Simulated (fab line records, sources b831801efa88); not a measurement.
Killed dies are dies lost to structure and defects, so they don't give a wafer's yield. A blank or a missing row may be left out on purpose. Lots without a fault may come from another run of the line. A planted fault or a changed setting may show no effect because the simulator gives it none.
One fault seen from 2 desks | flow gf180mcu | each desk has only its own numbers; what lay behind them comes last

THE TOOL OWNER'S DESK: rie_metal-01
The tool's own readings at GF_MIM_METAL_ETCH_19 (etches the open film in Cl2/BCl3, stops on Si3N4, target depth 324.5 nm, time 54.1 s): means of the sampled wafers that have a number, for each lot that ran on this tool. A lot is out of limits, marked OUT, if its mean lies more than 4 standard deviations from the usual mean; the brackets give that distance.
Columns: A = drypump_motor_current_A at GF_MIM_METAL_ETCH_19, usual 5.8 A; B = oes_product_au at GF_MIM_METAL_ETCH_19, usual 0.940 a.u.; C = rf_fwd_power_W at GF_MIM_METAL_ETCH_19, usual 793.3 W; D = run_length_s at GF_MIM_METAL_ETCH_19, usual 82.3 s; E = throttle_valve_pct at GF_MIM_METAL_ETCH_19, usual 28.285 %
lot  | first seen here | A   | B                | C     | D              | E
L206 | day 26 15:36    | 6.1 | 0.930            | 792.1 | 82.7           | 28.291
L210 | day 28 03:44    | 6.2 | 0.942            | 791.7 | 82.4           | 28.280
L212 | day 28 18:47    | 6.2 | 0.880 (-9.2) OUT | 792.8 | 89.0 (+14) OUT | 28.349 (+6.5) OUT
L215 | day 29 10:45    | 6.1 | 0.885 (-8.4) OUT | 792.7 | 89.4 (+15) OUT | 28.346 (+6.1) OUT
This desk's finding: out of limits on L212, L215; first on L212, day 28 18:47 (oes_product_au at GF_MIM_METAL_ETCH_19). In limits: L206, L210.

THE METROLOGY DESK
What the gauges read, lot by lot, whatever tool the lot ran on: means of the sampled wafers that have a number. A lot is out of limits, marked OUT, if its mean lies more than 4 standard deviations from the usual mean; the brackets give that distance.
Columns: A = V4_W_THK at GF_V4_THK_MEAS_25, usual 350 nm
lot  | first seen here | A
L205 | day 25 05:37    | 357
L206 | day 25 18:03    | 352
L207 | day 26 04:55    | 347
L209 | day 27 01:02    | 349
L210 | day 27 06:59    | 344
L212 | day 27 22:14    | 346
L214 | day 28 13:01    | 355
L215 | day 28 15:39    | 354
L216 | day 29 01:07    | 355
L223 | day 30 19:23    | 349
L226 | day 31 17:21    | 351
This desk's finding: nothing out of limits on any of the 11 lots.

PUT TOGETHER
The tool owner's desk could have raised an alarm at day 28 18:47, on L212, L215.
The metrology desk saw nothing out of limits.
The metrology desk has L212, L215 on record, within its limits.
Of the lots named, all ran GF_MIM_METAL_ETCH_19 on rie_metal-01.

WHAT THE SIMULATOR HAD PUT IN
Process parameter drift: rie_metal-01, from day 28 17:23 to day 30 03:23, at GF_MIM_METAL_ETCH_19. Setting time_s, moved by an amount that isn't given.
Lots struck among those shown: L212, L215.
Hours from the fault's start to each desk's first reading out of limits: the tool owner's desk, 1.
